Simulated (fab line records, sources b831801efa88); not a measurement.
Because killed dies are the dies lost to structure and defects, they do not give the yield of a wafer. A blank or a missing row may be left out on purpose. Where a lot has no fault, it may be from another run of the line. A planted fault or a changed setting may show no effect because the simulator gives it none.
Chamber matching / flow gf180mcu / pecvd-03 running GF_V2_CVD_02: 3 sister chambers
The step deposits SiO2 from TEOS, target thk 850 nm, time 94.851 s. 3 wafers are shown with their chamber, then 8 later ones without.

WAFERS PAIRED WITH THEIR CHAMBERS
wafer=L582.4; chamber=1; heater power w (W)=666
wafer=L583.2; chamber=0; heater power w (W)=750
wafer=L595.1; chamber=2; heater power w (W)=588

WAFERS MISSING THEIR CHAMBER
wafer=L595.2; heater power w (W)=694
wafer=L595.6; heater power w (W)=667
wafer=L598.2; heater power w (W)=810
wafer=L598.4; heater power w (W)=733
wafer=L598.5; heater power w (W)=613
wafer=L600.3; heater power w (W)=673
wafer=L600.4; heater power w (W)=679
wafer=L600.6; heater power w (W)=678

WHICH CHAMBER EACH WENT THROUGH
wafer=L595.2; from the rows above=can't be placed: 1 or 0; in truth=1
wafer=L595.6; from the rows above=1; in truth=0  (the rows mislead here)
wafer=L598.2; from the rows above=0; in truth=0
wafer=L598.4; from the rows above=can't be placed: 0 or 1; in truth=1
wafer=L598.5; from the rows above=can't be placed: 2 or 1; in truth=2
wafer=L600.3; from the rows above=1; in truth=1
wafer=L600.4; from the rows above=1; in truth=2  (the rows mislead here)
wafer=L600.6; from the rows above=1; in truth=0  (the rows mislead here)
Correctly placed: 2 of 8. Unplaceable from these rows: 3, with the true chamber sitting among the candidates in 3. Number placed wrongly: 3.
How it was worked out, from the rows above alone: a wafer's distance from a chamber is the root of the sum, over the readings, of the square of ((its reading less the chamber's mean) divided by the reading's scatter). If the next closest chamber is less than 2 further off than the closest, the wafer can't be placed; otherwise it belongs to the closest. For every chamber, the mean is computed from those of its wafers that are shown. The scatter: with one shown wafer a chamber, the root of the mean of the squares of how far each hidden wafer lies from its nearest shown one.
